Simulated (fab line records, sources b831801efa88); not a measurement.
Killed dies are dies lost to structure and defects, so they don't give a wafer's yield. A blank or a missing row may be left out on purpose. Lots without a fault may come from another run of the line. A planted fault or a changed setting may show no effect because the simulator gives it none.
fab line records | flow sky130
record lots=6 wafers=18 last_day=50
route steps=708 shown VIA3@591 METAL4@598 CAP2M@603 PAD_OPEN@708
lots that met no fault: from a run of the same line without faults
start_h: hours from the record's first day to the start of the lot's first wafer shown | wait_h: hours since the lot's step before | " the same as in the row above | L1.1+2: a row that stands for several wafers | - no value, or no start given | * or withheld: withheld | < > ~ a bound
route shown NAME@n: a module of which the file shows steps, and the number in the route of the first | usual: mean/standard deviation of fault-free wafers | same: alike in all rows | chamber/n: place in a boat | sites: the reading at each site | _std_site: their standard deviation | _edge_site: outer sites' mean less inner sites' | radius_mm: how far each site lies from the wafer's centre | mask NAME#n: copy n | behind: the tool/chamber that last shaped the wafer | hold: why the lot was held/for how many hours/how that ended | device: the transistor (n, p or np) that didn't switch | end of line: the same wafers' tests at the end of the route | a step without rows: its recipe alone | killed: dies lost to structure and defects at the first sort, not the wafer's yield | map: a wafer's dies, x killed, . not, _ none there
set.NAME: the setting as run; set.NAME@STEP: as run at that earlier step | model.NAME: the simulator's own value behind a step, which no gauge read
lots at some steps of the route; a table a step, a row a wafer
services: from which hour (start_h, from the record's first day; less than 0 if before it) a tool's chamber was out of use, for how many hours, and why
## steps
# step SKY_VIA3_CLEAN_18
# recipe chemistry=IPA time_s=180 temp_c=25
# step SKY_VIA3_CLEAN_19
# recipe chemistry=O3/DIW dry=n2_spin
# step SKY_VIA3_SPUTTER_20
# recipe material=TiN target_thk_nm=20 chamber_pressure_pa=5 power_w=4000 time_s=83.35
# usual throttle_valve_pct=30.1/1.2
# same time_s=83.35
# columns lot.wafer tool chamber start_h wait_h throttle_valve_pct
L535.1 pvd_sputter-03 - 946.79 0.0 30.8
L535.2 " - " " 31.1
L535.3 " - " " 30.2
L539.2 pvd_sputter-03 - 994.67 0.0 30.8
L539.3 " - " " 27.4
L539.4 " - " " 31.4
L549.1 pvd_sputter-04 - 1039.28 0.0 30.6
L549.2 " - " " 29.8
L549.5 " - " " 31.2
L550.3 pvd_sputter-04 - 1051.27 0.0 28.6
L550.5 " - " " 29.7
L550.6 " - " " 30.5
L553.3 pvd_sputter-04 - 1067.39 0.0 29.5
L553.4 " - " " 30.5
L553.5 " - " " 31.5
L554.1 pvd_sputter-03 - 1072.75 0.0 30.4
L554.3 " - " " 27.8
L554.4 " - " " 30.8
# step SKY_VIA3_CVD_21
# recipe material=W target_thk_nm=390 time_s=117.31 temp_c=400 pressure_torr=40
# step SKY_VIA3_RS_MEAS_22
# recipe thk_meas_gauge=four-point-probe reads=W_of_VIA3_CVD_21+TiN_of_VIA3_SPUTTER_20
# usual VIA3_W_RS=0.295/0.0034
# columns lot.wafer tool chamber start_h wait_h VIA3_W_RS[ohm/sq]
L535.1 film_metro-01 - 946.97 0.1 0.300
L535.2 " - " " 0.299
L535.3 " - " " 0.298
L539.2 film_metro-02 - 994.88 0.1 0.295
L539.3 " - " " 0.292
L539.4 " - " " 0.292
L549.1 film_metro-02 - 1039.46 0.1 0.296
L549.2 " - " " 0.300
L549.5 " - " " 0.295
L550.3 film_metro-01 - 1051.49 0.1 0.296
L550.5 " - " " 0.298
L550.6 " - " " 0.296
L553.3 film_metro-02 - 1067.62 0.1 0.293
L553.4 " - " " 0.296
L553.5 " - " " 0.294
L554.1 film_metro-01 - 1072.94 0.1 0.289
L554.3 " - " " 0.288
L554.4 " - " " 0.290
# step SKY_VIA3_THK_MEAS_23
# recipe thk_meas_gauge=xrf reads=W_of_VIA3_CVD_21
# usual VIA3_W_THK=388/5.1
# columns lot.wafer tool chamber start_h wait_h VIA3_W_THK[nm]
L535.1 film_metro-01 - 947.09 0.1 377
L535.2 " - " " 383
L535.3 " - " " 379
L539.2 film_metro-02 - 994.99 0.1 389
L539.3 " - " " 392
L539.4 " - " " 397
L549.1 film_metro-02 - 1039.58 0.1 392
L549.2 " - " " 386
L549.5 " - " " 393
L550.3 film_metro-01 - 1051.59 0.1 387
L550.5 " - " " 380
L550.6 " - " " 384
L553.3 film_metro-02 - 1067.72 0.1 391
L553.4 " - " " 389
L553.5 " - " " 393
L554.1 film_metro-01 - 1073.06 0.1 396
L554.3 " - " " 398
L554.4 " - " " 394
# step SKY_VIA3_CMP_24
# recipe stop_on=SiO2 t_overpolish_s=20 down_force_psi=3.5 platen_rpm=60 target_thk_nm=0 pad_velocity_m_s=0.94248
# step SKY_METAL4_SPUTTER_00
# recipe material=Ti target_thk_nm=15 power_w=3000 time_s=10 chamber_pressure_pa=0.4
# usual throttle_valve_pct=29.9/1
# same time_s=10
# columns lot.wafer tool chamber start_h wait_h throttle_valve_pct
L535.1 pvd_sputter-04 - 947.45 0.2 29.6
L535.2 " - " " 30.4
L535.3 " - " " 28.9
L539.2 pvd_sputter-04 - 995.34 0.2 28.7
L539.3 " - " " 31.3
L539.4 " - " " 30.7
L549.1 pvd_sputter-03 - 1039.96 0.3 27.7
L549.2 " - " " 31.2
L549.5 " - " " 27.5
L550.3 pvd_sputter-04 - 1051.95 0.2 31.3
L550.5 " - " " 31.4
L550.6 " - " " 30.4
L553.3 pvd_sputter-04 - 1068.06 0.1 31.6
L553.4 " - " " 29.6
L553.5 " - " " 29.8
L554.1 pvd_sputter-04 - 1073.51 0.2 31.4
L554.3 " - " " 29.6
L554.4 " - " " 29.0
# step SKY_METAL4_SPUTTER_01
# recipe material=TiN target_thk_nm=20 power_w=6500 time_s=16.7 chamber_pressure_pa=0.4
# step SKY_METAL4_SPUTTER_02
# recipe material=AlCu target_thk_nm=735 power_w=10600 time_s=39.1 chamber_pressure_pa=0.4
# usual throttle_valve_pct=29.9/1.1
# same time_s=39.1
# columns lot.wafer tool chamber start_h wait_h throttle_valve_pct
L535.1 pvd_sputter-04 - 947.50 0.0 29.8
L535.2 " - " " 30.5
L535.3 " - " " 28.7
L539.2 pvd_sputter-04 - 995.39 0.0 28.8
L539.3 " - " " 31.6
L539.4 " - " " 30.6
L549.1 pvd_sputter-03 - 1040.01 0.0 27.6
L549.2 " - " " 31.0
L549.5 " - " " 27.7
L550.3 pvd_sputter-04 - 1052.00 0.0 31.6
L550.5 " - " " 31.4
L550.6 " - " " 30.6
L553.3 pvd_sputter-04 - 1068.11 0.0 31.6
L553.4 " - " " 29.5
L553.5 " - " " 29.8
L554.1 pvd_sputter-04 - 1073.55 0.0 31.3
L554.3 " - " " 29.5
L554.4 " - " " 28.9
# step SKY_METAL4_SPUTTER_03
# recipe material=Ti target_thk_nm=5 power_w=3000 time_s=3.3 chamber_pressure_pa=0.4
# step SKY_METAL4_SPUTTER_04
# recipe material=TiN target_thk_nm=70 power_w=6500 time_s=58.3 chamber_pressure_pa=0.4
# step SKY_CAP2M_CVD_00
# recipe material=SiO2 target_thk_nm=15.5 temp_c=400 time_s=withheld rf_w=450
# usual heater_power_w=709/75
# columns lot.wafer tool chamber start_h wait_h heater_power_w model.SiO2_of_CAP2M_CVD_00.thk_nm
L535.1 pecvd-01 1 947.60 0.0 756 15.36
L535.2 " 0 " " 787 15.46
L535.3 " 2 " " 654 15.08
L539.2 pecvd-04 1 995.49 0.0 656 15.52
L539.3 " 2 " " 767 15.42
L539.4 " 2 " " 757 15.82
L549.1 pecvd-04 0 1040.12 0.0 771 10.59
L549.2 " 1 " " 703 10.5
L549.5 " 0 " " 793 10.65
L550.3 pecvd-04 2 1052.11 0.0 766 10.8
L550.5 " 0 " " 764 10.67
L550.6 " 1 " " 552 10.69
L553.3 pecvd-01 1 1068.21 0.0 772 15.36
L553.4 " 2 " " 568 15.46
L553.5 " 0 " " 761 15.44
L554.1 pecvd-01 2 1073.66 0.0 621 15.32
L554.3 " 1 " " 750 15.54
L554.4 " 2 " " 633 15.5
# step SKY_CAP2M_THK_MEAS_01
# recipe reads=SiO2_of_CAP2M_CVD_00
# usual CAP2M_CVD_00_THK=15.42/0.23
# columns lot.wafer tool chamber start_h wait_h CAP2M_CVD_00_THK[nm]
L535.1 film_metro-01 - 947.62 - 15.33
L535.2 " - " " 15.46
L535.3 " - " " 15.08
L539.2 film_metro-01 - 995.52 - 15.59
L539.3 " - " " 15.40
L539.4 " - " " 15.85
L549.1 film_metro-03 - 1040.14 - 10.58
L549.2 " - " " 10.48
L549.5 " - " " 10.66
L550.3 film_metro-01 - 1052.15 - 10.77
L550.5 " - " " 10.65
L550.6 " - " " 10.78
L553.3 film_metro-03 - 1068.25 - 15.36
L553.4 " - " " 15.45
L553.5 " - " " 15.40
L554.1 film_metro-04 - 1073.68 - 15.29
L554.3 " - " " 15.58
L554.4 " - " " 15.49
# step SKY_CAP2M_SPUTTER_02
# recipe material=TiN target_thk_nm=200 temp_c=300 power_w=6500 time_s=166.7 chamber_pressure_pa=0.4
# step SKY_CAP2M_RS_MEAS_03
# recipe thk_meas_gauge=four-point-probe reads=TiN_of_CAP2M_SPUTTER_02
# usual CAP2M_TIN_RS=6.92/0.092
# columns lot.wafer tool chamber start_h wait_h CAP2M_TIN_RS[ohm/sq]
L535.1 film_metro-03 - 947.79 0.1 6.96
L535.2 " - " " 6.99
L535.3 " - " " 7.08
L539.2 film_metro-03 - 995.75 0.1 6.79
L539.3 " - " " 6.74
L539.4 " - " " 6.76
L549.1 film_metro-04 - 1040.31 0.1 6.85
L549.2 " - " " 6.90
L549.5 " - " " 6.87
L550.3 film_metro-04 - 1052.34 0.1 6.84
L550.5 " - " " 6.93
L550.6 " - " " 6.78
L553.3 film_metro-04 - 1068.44 0.1 6.87
L553.4 " - " " 6.82
L553.5 " - " " 7.02
L554.1 film_metro-01 - 1073.93 0.1 6.92
L554.3 " - " " 6.92
L554.4 " - " " 6.85
# step SKY_CAP2M_THK_MEAS_04
# recipe thk_meas_gauge=xrf reads=TiN_of_CAP2M_SPUTTER_02
# usual CAP2M_TIN_THK=199.4/2.7
# columns lot.wafer tool chamber start_h wait_h CAP2M_TIN_THK[nm]
L535.1 film_metro-03 - 947.91 0.1 198.5
L535.2 " - " " 198.5
L535.3 " - " " 196.4
L539.2 film_metro-03 - 995.86 0.1 204.3
L539.3 " - " " 204.8
L539.4 " - " " 203.9
L549.1 film_metro-04 - 1040.43 0.1 200.0
L549.2 " - " " 199.3
L549.5 " - " " 199.5
L550.3 film_metro-04 - 1052.44 0.1 200.9
L550.5 " - " " 198.9
L550.6 " - " " 202.0
L553.3 film_metro-04 - 1068.54 0.1 200.5
L553.4 " - " " 201.4
L553.5 " - " " 195.7
L554.1 film_metro-01 - 1074.05 0.1 200.9
L554.3 " - " " 201.3
L554.4 " - " " 202.8
# step SKY_CAP2M_DEHYDRATE_05
# recipe temp_c=200 time_s=60
# step SKY_CAP2M_HMDS_06
# recipe prime_time_s=60 prime_temp_c=120
# step SKY_CAP2M_COAT_07
# recipe resist=NOVOLAK spin_rpm=3000 resist_thk_nm=1140
# step SKY_CAP2M_SOFTBAKE_08
# recipe temp_c=90 time_s=60 resist=NOVOLAK
# step SKY_CAP2M_EXPOSE_09
# recipe mask_id=CAP2M na=0.6 source_shape=conventional sigma_outer=0.6 polarization=unpolarized target_cd_nm=1000 dose_mj=159
# step SKY_CAP2M_PEB_10
# recipe temp_c=withheld time_s=* resist=NOVOLAK
# step SKY_CAP2M_DEVELOP_11
# recipe resist=NOVOLAK developer=TMAH develop_time_s=60 dev_temp_c=23
# step SKY_CAP2M_OVL_MEAS_12
# usual CAP2M_OVL=0.2/1.3
# columns lot.wafer tool chamber start_h wait_h CAP2M_OVL[nm]
L535.1 overlay-01 - 971.77 0.1 -1.2
L535.2 " - " " 0.3
L535.3 " - " " -0.7
L539.2 overlay-01 - 1019.02 0.1 0.0
L539.3 " - " " -0.9
L539.4 " - " " 0.4
L549.1 overlay-02 - 1062.47 0.1 0.1
L549.2 " - " " 0.2
L549.5 " - " " 0.1
L550.3 overlay-02 - 1073.29 0.1 0.3
L550.5 " - " " -0.8
L550.6 " - " " -0.8
L553.3 overlay-01 - 1088.84 0.1 -1.4
L553.4 " - " " -1.1
L553.5 " - " " -2.3
L554.1 overlay-02 - 1094.67 0.1 0.1
L554.3 " - " " 1.2
L554.4 " - " " 1.7
# step SKY_CAP2M_METAL_ETCH_13
# recipe target_depth_nm=220 stop_on=SiO2 chemistry=Cl2/BCl3 target=TiN pressure_mtorr=10 icp_w=900 bias_w=48.5 Cl2_flow_sccm=60 bcl3_flow_sccm=30 time_s=62.9
# usual drypump_motor_current_A=5.8/0.36 oes_product_au=0.941/0.0082 throttle_valve_pct=21.902/0.0099
# same time_s=62.9
# columns lot.wafer tool chamber start_h wait_h drypump_motor_current_A oes_product_au rf_hours_counter_h throttle_valve_pct
L535.1 rie_metal-01 0 971.81 0.0 5.4 0.940 3 21.889
L535.2 " 1 " " 6.4 0.938 13 21.892
L535.3 " 1 " " 6.4 0.936 - 21.918
L539.2 rie_metal-03 0 1019.08 0.0 5.9 0.948 - 21.894
L539.3 " 0 " " 5.8 0.960 - 21.884
L539.4 " 0 " " 5.9 0.955 - 21.900
L549.1 rie_metal-04 1 1062.51 0.0 5.2 0.942 10 21.891
L549.2 " 0 " " 5.6 0.943 15 21.889
L549.5 " 1 " " 5.2 0.935 - 21.910
L550.3 rie_metal-01 1 1073.34 0.0 6.4 0.947 - 21.894
L550.5 " 0 " " 5.4 0.941 - 21.907
L550.6 " 1 " " 6.4 0.951 - 21.881
L553.3 rie_metal-04 1 1088.89 0.0 5.2 0.947 - 21.903
L553.4 " 0 " " 5.6 0.945 - 21.915
L553.5 " 1 " " 5.2 0.936 - 21.903
L554.1 rie_metal-01 0 1094.70 0.0 5.5 0.936 10 21.897
L554.3 " 1 " " 6.4 0.941 - 21.895
L554.4 " 0 " " 5.5 0.950 - 21.903
# step SKY_CAP2M_STRIP_14
# recipe chemistry=O2/N2 power_w=1400 pressure_mtorr=1500 platen_temp_c=withheld o2_flow_sccm=3000 n2_flow_sccm=300 overash_fraction=0.5
# usual drypump_motor_current_A=5.7/0.48 o2_flow_sccm=2999/9.3 oes_product_au=0.710/0.0046 strip_time_to_endpoint_s=12.66/0.042
# columns lot.wafer tool chamber start_h wait_h drypump_motor_current_A o2_flow_sccm oes_product_au rf_hours_counter_h strip_time_to_endpoint_s
L535.1 plasma_asher-01 0 971.89 0.1 5.0 3004 0.719 49 12.63
L535.2 " 1 " " 6.5 3001 0.710 49 12.56
L535.3 " 1 " " 6.4 2999 0.703 - 12.57
L539.2 plasma_asher-02 0 1019.21 0.1 6.2 2990 0.712 118 12.62
L539.3 " 1 " " 6.0 3006 0.712 - 12.70
L539.4 " 0 " " 6.2 2997 0.713 - 12.63
L549.1 plasma_asher-04 1 1062.59 0.1 5.4 2996 0.703 95 12.68
L549.2 " 0 " " 5.5 3002 0.709 95 12.65
L549.5 " 0 " " 5.5 2995 0.716 - 12.70
L550.3 plasma_asher-04 1 1073.42 0.1 5.4 3003 0.711 - 12.63
L550.5 " 1 " " 5.4 3016 0.706 - 12.67
L550.6 " 0 " " 5.5 2989 0.718 - 12.64
L553.3 plasma_asher-04 1 1088.97 0.1 5.4 2999 0.713 - 12.68
L553.4 " 0 " " 5.5 3007 0.714 - 12.71
L553.5 " 1 " " 5.4 2998 0.710 - 12.65
L554.1 plasma_asher-01 0 1094.78 0.1 5.0 2999 0.711 61 12.75
L554.3 " 1 " " 6.4 2998 0.709 - 12.63
L554.4 " 0 " " 5.0 2994 0.703 - 12.67
# step SKY_CAP2M_STRIP_15
# recipe chemistry=post_etch_residue_remover time_s=1200 temp_c=72.5
# step SKY_CAP2M_CLEAN_16
# recipe chemistry=IPA time_s=180 temp_c=25
# step SKY_CAP2M_CLEAN_17
# recipe chemistry=O3/DIW dry=n2_spin
# step SKY_METAL4_DEHYDRATE_05
# recipe temp_c=200 time_s=60
# step SKY_METAL4_HMDS_06
# recipe prime_time_s=60 prime_temp_c=121.1
# step SKY_METAL4_COAT_07
# recipe resist=BARC temp_c=withheld time_s=withheld spin_rpm=3000 resist_thk_nm=60
# step SKY_METAL4_COAT_08
# recipe resist=KrF-thick spin_rpm=3000 resist_thk_nm=1140
# step SKY_METAL4_SOFTBAKE_09
# recipe temp_c=100 time_s=90 resist=KrF-thick
# step SKY_METAL4_EXPOSE_10
# recipe mask_id=MM4 na=0.68 source_shape=annular sigma_inner=0.4 sigma_outer=0.8 target_cd_nm=300 dose_mj=28
# step SKY_METAL4_PEB_11
# recipe peb_temp_c=withheld peb_time_s=withheld resist=KrF-thick
# step SKY_METAL4_DEVELOP_12
# recipe develop_time_s=60 resist=KrF-thick dev_temp_c=21
# step SKY_METAL4_CD_MEAS_13
# recipe target_cd_nm=300
# usual cd_nm=300.2/1.3
# columns lot.wafer tool chamber start_h wait_h cd_nm
L535.1 cd_sem-01 - 996.17 - 299.5
L535.2 " - " " 298.7
L535.3 " - " " 298.4
L539.2 cd_sem-02 - 1042.23 - 300.1
L539.3 " - " " 299.9
L539.4 " - " " 300.0
L549.1 cd_sem-01 - 1083.42 - 298.8
L549.2 " - " " 299.3
L549.5 " - " " 298.5
L550.3 cd_sem-01 - 1094.26 - 301.5
L550.5 " - " " 300.5
L550.6 " - " " 299.7
L553.3 cd_sem-01 - 1109.56 - 302.7
L553.4 " - " " 302.7
L553.5 " - " " 302.4
L554.1 cd_sem-02 - 1114.57 - 299.3
L554.3 " - " " 299.7
L554.4 " - " " 300.2
# step SKY_METAL4_OVL_MEAS_14
# usual METAL4_OVL=2/5
# columns lot.wafer tool chamber start_h wait_h METAL4_OVL[nm]
L535.1 overlay-02 - 996.29 0.1 -2
L535.2 " - " " -2
L535.3 " - " " -5
L539.2 overlay-02 - 1042.34 0.1 -4
L539.3 " - " " -9
L539.4 " - " " -5
L549.1 overlay-02 - 1083.54 0.1 13
L549.2 " - " " 5
L549.5 " - " " 10
L550.3 overlay-01 - 1094.35 0.1 3
L550.5 " - " " 5
L550.6 " - " " 5
L553.3 overlay-01 - 1109.66 0.1 3
L553.4 " - " " 4
L553.5 " - " " 4
L554.1 overlay-01 - 1114.69 0.1 5
L554.3 " - " " 9
L554.4 " - " " 7
# step SKY_METAL4_DESCUM_15
# recipe chemistry=O2 source_power_w=150 bias_power_w=0 pressure_mtorr=10 temp_c=40 time_s=8
# step SKY_METAL4_ETCH_16
# recipe chemistry=N2/H2 target=BARC ion_energy_ev=200 bias_w=100 pressure_mtorr=30 n2_flow_sccm=100 h2_flow_sccm=200 icp_w=500 stop_on=SiO2 time_s=88.2 target_depth_a=600
# step SKY_METAL4_ETCH_17
# recipe target=SiO2 stop_on=TiN chemistry=C4F8/O2/Ar source_w=1500 bias_w=1200 pressure_mtorr=40 c4f8_flow_sccm=withheld O2_flow_sccm=6 Ar_flow_sccm=300 time_s=3.9 target_depth_a=150
# usual oes_product_au=0.753/0.0076
# same time_s=3.9
# columns lot.wafer tool chamber start_h wait_h oes_product_au rf_hours_counter_h
L535.1 rie_diel-01 1 996.58 0.2 0.752 18
L535.2 " 2 " " 0.755 27
L535.3 " 3 " " 0.753 23
L539.2 rie_diel-02 0 1042.50 0.1 0.747 11
L539.3 " 0 " " 0.756 -
L539.4 " 1 " " 0.765 -
L549.1 rie_diel-02 0 1083.71 0.1 0.631 13
L549.2 " 2 " " 0.626 10
L549.5 " 2 " " 0.639 -
L550.3 rie_diel-02 0 1094.51 0.0 0.636 13
L550.5 " 2 " " 0.635 -
L550.6 " 3 " " 0.647 -
L553.3 rie_diel-02 3 1109.94 0.1 0.746 15
L553.4 " 2 " " 0.753 11
L553.5 " 3 " " 0.753 -
L554.1 rie_diel-03 2 1114.86 0.1 0.754 5
L554.3 " 0 " " 0.756 18
L554.4 " 3 " " 0.758 1
# step SKY_PAD_OPEN_PROBE_99
# usual defect_limited_yield=82.4/2 killed_at_M0_to_M3=44/7.1 killed_at_M4_up=3/1.6 killed_at_contacts=24/5.4 killed_at_front_end=15/4.7 killed_at_other=0.3/0.51 killed_dies=87/9.9 killed_open=48/7.6 killed_short=39/6.3
# same gross_dies=492 killed_at_back_side=0
# columns lot.wafer tool chamber start_h wait_h defect_limited_yield[%] killed_at_M0_to_M3 killed_at_M4_up killed_at_contacts killed_at_front_end killed_at_other killed_dies killed_open killed_short model.etest.tester.sort_n_pass model.etest.tester.sort_yield_pct model.etest.tester.sort_bin_5_pct model.etest.cap_mim2.bv_v model.etest.cap_mim2.leak_log10_a_cm2 model.etest.cap_mim2.c_ff_um2 model.etest.tester.sort_bin_4_pct model.etest.tester.sort_bin_8_pct
L535.1 prober-02 - 1090.73 0.1 83.3 46 5 14 17 0 82 40 42 410 83.33 11.59 13.92 -8.874 2.359 0 0
L535.2 prober-02 - 1090.78 0.1 79.5 56 3 25 17 0 101 67 34 391 79.47 10.98 13.8 -8.787 2.349 0 0
L535.3 prober-02 - 1090.83 0.2 81.1 48 2 30 13 0 93 58 35 399 81.1 11.18 13.08 -8.782 2.399 0 0
L539.2 prober-02 - 1132.25 0.1 84.8 36 3 23 13 0 75 37 38 417 84.76 8.74 13.79 -9.039 2.34 0 0
L539.3 prober-02 - 1132.30 0.2 81.5 36 1 25 28 1 91 54 37 401 81.5 12.8 14.05 -9.04 2.353 0 0
L539.4 prober-02 - 1132.35 0.2 82.7 33 7 28 17 0 85 51 34 407 82.72 9.959 14.11 -9.15 2.281 0 0
L549.1 prober-02 - 1165.20 0.1 80.3 47 4 23 23 0 97 56 41 1 0.2033 91.67 9.533 -7.152 3.406 0 6.147e-11
L549.2 prober-02 - 1165.25 0.1 81.1 51 7 20 15 0 93 47 46 0 0 91.06 9.131 -7.207 3.474 0 2.516e-11
L549.5 prober-02 - 1165.40 0.2 86.4 33 5 22 7 0 67 35 32 1 0.2033 93.09 9.693 -7.428 3.391 0 3.43e-10
L550.3 prober-01 - 1175.64 0.2 82.3 49 4 23 10 1 87 49 38 3 0.6098 90.65 9.377 -7.261 3.397 2.148e-09 2.928e-15
L550.5 prober-01 - 1175.74 0.2 80.9 48 4 29 13 0 94 54 40 0 0 92.48 10.07 -7.035 3.408 5.104e-12 4.916e-11
L550.6 prober-01 - 1175.79 0.2 80.5 53 1 22 20 0 96 53 43 2 0.4065 91.67 9.441 -7.215 3.389 2.676e-11 1.183e-13
L553.3 prober-02 - 1188.74 0.2 87.4 26 3 16 17 0 62 34 28 430 87.4 6.707 13.5 -8.938 2.357 0 0
L553.4 prober-02 - 1188.79 0.2 79.9 40 2 31 25 1 99 57 42 393 79.88 12.6 13.77 -9.055 2.339 0 0
L553.5 prober-02 - 1188.84 0.2 82.9 40 3 25 16 0 84 44 40 408 82.93 9.35 13.73 -8.874 2.344 0 0
L554.1 prober-01 - 1191.49 0.1 84.8 38 5 18 14 0 75 42 33 417 84.76 8.13 13.56 -8.778 2.377 0 0
L554.3 prober-01 - 1191.59 0.2 83.9 48 5 17 9 0 79 44 35 413 83.94 9.756 13.8 -8.932 2.319 0 0
L554.4 prober-01 - 1191.64 0.2 84.6 35 3 27 11 0 76 43 33 416 84.55 7.52 13.64 -8.961 2.36 0 0
# killed by level:class
L535.1 METAL2:geometric_particle:short=9 VIA1:geometric_particle:open=9 POLY_GATE:geometric_particle:short=7 VIA3:geometric_particle:open=6 CONTACT:geometric_particle:open=5 VIA1:geometric_particle:short=5 VIA2:geometric_particle:open=5 METAL3:geometric_particle:short=4
L535.2 VIA1:geometric_particle:open=12 VIA3:geometric_particle:open=11 LI_CONTACT:geometric_particle:open=8 CONTACT:geometric_particle:open=8 VIA2:geometric_particle:open=8 METAL1:geometric_particle:short=6 FIELD_ISO:geometric_particle:open=5 POLY_GATE:geometric_particle:open=5
L535.3 VIA1:geometric_particle:open=12 LI_CONTACT:geometric_particle:open=11 CONTACT:geometric_particle:open=11 VIA2:geometric_particle:open=9 METAL1:geometric_particle:short=7 FIELD_ISO:geometric_particle:short=5 CONTACT:geometric_particle:short=5 VIA3:geometric_particle:open=5
L539.2 VIA1:geometric_particle:open=12 LI_CONTACT:geometric_particle:open=11 METAL1:geometric_particle:short=8 POLY_GATE:geometric_particle:short=5 CONTACT:geometric_particle:short=5 VIA2:geometric_particle:open=5 VIA3:geometric_particle:short=4 LOCAL_INTERCONNECT:geometric_particle:short=4
L539.3 CONTACT:geometric_particle:open=12 VIA1:geometric_particle:open=10 VIA3:geometric_particle:open=8 POLY_GATE:geometric_particle:open=6 SPACER:geometric_particle:short=6 FIELD_ISO:geometric_particle:short=5 LI_CONTACT:geometric_particle:open=5 POLY_GATE:geometric_particle:short=4
L539.4 VIA1:geometric_particle:open=11 CONTACT:geometric_particle:open=8 VIA2:geometric_particle:open=8 LOCAL_INTERCONNECT:geometric_particle:short=6 POLY_GATE:geometric_particle:short=5 LI_CONTACT:geometric_particle:open=4 CONTACT:geometric_particle:short=4 VIA3:geometric_particle:open=4
L549.1 VIA1:geometric_particle:open=11 VIA2:geometric_particle:open=10 CONTACT:geometric_particle:open=9 FIELD_ISO:geometric_particle:open=8 LI_CONTACT:geometric_particle:open=6 VIA1:geometric_particle:short=6 FIELD_ISO:geometric_particle:short=5 POLY_GATE:geometric_particle:short=5
L549.2 VIA1:geometric_particle:open=10 METAL1:geometric_particle:short=9 VIA2:geometric_particle:open=8 FIELD_ISO:geometric_particle:open=7 CONTACT:geometric_particle:open=7 METAL2:geometric_particle:short=6 METAL4:geometric_particle:short=6 VIA3:geometric_particle:open=6
L549.5 CONTACT:geometric_particle:open=10 METAL2:geometric_particle:short=7 LI_CONTACT:geometric_particle:open=6 VIA3:geometric_particle:short=5 METAL4:geometric_particle:short=5 POLY_GATE:geometric_particle:open=4 VIA1:geometric_particle:open=3 CONTACT:geometric_particle:short=3
L550.3 VIA1:geometric_particle:open=11 CONTACT:geometric_particle:open=10 LI_CONTACT:geometric_particle:open=9 VIA3:geometric_particle:open=7 METAL2:geometric_particle:short=6 VIA3:geometric_particle:short=6 VIA2:geometric_particle:open=5 VIA2:geometric_particle:short=4
L550.5 VIA1:geometric_particle:open=12 CONTACT:geometric_particle:open=11 VIA3:geometric_particle:open=8 METAL2:geometric_particle:short=7 LI_CONTACT:geometric_particle:open=6 METAL1:geometric_particle:short=5 VIA1:geometric_particle:short=5 LI_CONTACT:geometric_particle:short=4
L550.6 CONTACT:geometric_particle:open=11 VIA1:geometric_particle:open=10 VIA1:geometric_particle:short=9 METAL1:geometric_particle:short=8 POLY_GATE:geometric_particle:open=7 VIA2:geometric_particle:open=6 METAL1:geometric_particle:open=5 METAL2:geometric_particle:short=5
L553.3 CONTACT:geometric_particle:open=6 POLY_GATE:geometric_particle:open=5 VIA1:geometric_particle:open=5 FIELD_ISO:geometric_particle:short=4 CONTACT:geometric_particle:short=4 VIA2:geometric_particle:open=4 VIA3:geometric_particle:open=4 FIELD_ISO:geometric_particle:open=3
L553.4 LI_CONTACT:geometric_particle:open=11 POLY_GATE:geometric_particle:open=8 VIA3:geometric_particle:open=8 VIA1:geometric_particle:open=8 LI_CONTACT:geometric_particle:short=6 CONTACT:geometric_particle:open=6 METAL2:geometric_particle:short=6 FIELD_ISO:geometric_particle:open=5
L553.5 CONTACT:geometric_particle:open=8 CONTACT:geometric_particle:short=7 VIA1:geometric_particle:open=7 METAL2:geometric_particle:short=6 VIA2:geometric_particle:open=6 FIELD_ISO:geometric_particle:open=5 LI_CONTACT:geometric_particle:open=5 METAL1:geometric_particle:short=5
L554.1 VIA1:geometric_particle:open=16 LI_CONTACT:geometric_particle:open=10 METAL1:geometric_particle:short=6 FIELD_ISO:geometric_particle:open=5 METAL4:geometric_particle:short=5 FIELD_ISO:geometric_particle:short=4 POLY_GATE:geometric_particle:open=3 CONTACT:geometric_particle:open=3
L554.3 VIA1:geometric_particle:open=11 LI_CONTACT:geometric_particle:open=7 METAL1:geometric_particle:short=7 VIA1:geometric_particle:short=7 CONTACT:geometric_particle:open=6 VIA2:geometric_particle:open=6 METAL2:geometric_particle:short=5 VIA3:geometric_particle:open=4
L554.4 CONTACT:geometric_particle:open=10 LI_CONTACT:geometric_particle:open=7 VIA1:geometric_particle:open=7 CONTACT:geometric_particle:short=6 VIA3:geometric_particle:open=5 METAL3:geometric_particle:short=5 VIA2:geometric_particle:open=4 FIELD_ISO:geometric_particle:short=3
## services
# columns tool chamber start_h hours kind
plasma_asher-02 - 923.70 1.6 repair
plasma_asher-02 - 923.72 0.9 repair
rie_diel-02 0 932.78 5.6 repair
rie_diel-01 - 934.77 0.7 repair
pvd_sputter-04 - 941.97 3.6 repair
plasma_asher-04 - 953.35 3.3 repair
pvd_sputter-04 - 958.96 1.2 repair
rie_metal-01 - 969.68 0.5 repair
rie_metal-04 - 970.30 2.2 repair
rie_metal-03 - 973.22 14.6 pm
rie_diel-03 - 984.69 0.5 repair
pecvd-01 0 989.57 9.4 repair
plasma_asher-01 - 990.56 1.6 repair
rie_metal-03 1 995.99 189.0 repair
rie_diel-03 - 1003.48 0.5 repair
pecvd-04 - 1012.51 1.4 repair
pecvd-04 1 1020.91 12.6 repair
rie_metal-01 - 1024.27 3.6 repair
rie_metal-01 0 1030.09 1.1 repair
rie_diel-02 2 1030.28 16.9 repair
rie_diel-02 3 1032.05 34.1 repair
pecvd-01 - 1038.74 0.6 repair
plasma_asher-04 - 1046.80 2.8 pm
rie_diel-03 1 1047.94 2.0 repair
## key
first_sign step=SKY_CAP2M_THK_MEAS_01 reading=CAP2M_CVD_00_THK direction=down sigmas=21 usual=15.42 struck=10.65
effect step=SKY_METAL4_ETCH_17 reading=oes_product_au direction=down sigmas=15 usual=0.753 struck=0.636
model_effect step=SKY_CAP2M_CVD_00 value=SiO2_of_CAP2M_CVD_00.thk_nm without=15.3 struck=10.65
model_effect step=SKY_PAD_OPEN_PROBE_99 value=etest.tester.sort_n_pass without=403 struck=1.167
met_at SKY_CAP2M_CVD_00
struck_wafers L549.1,L549.2,L549.5,L550.3,L550.5,L550.6
onset_between 995.49 1040.12
fault kind=process_parameter_drift tool=pecvd-04 chamber=- onset_h=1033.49 steps=SKY_CAP2M_CVD_00 channel=target_thk_nm offset=-4.6488 shape=step end_h=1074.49 acts_in=these_recipes_only stated=15.5
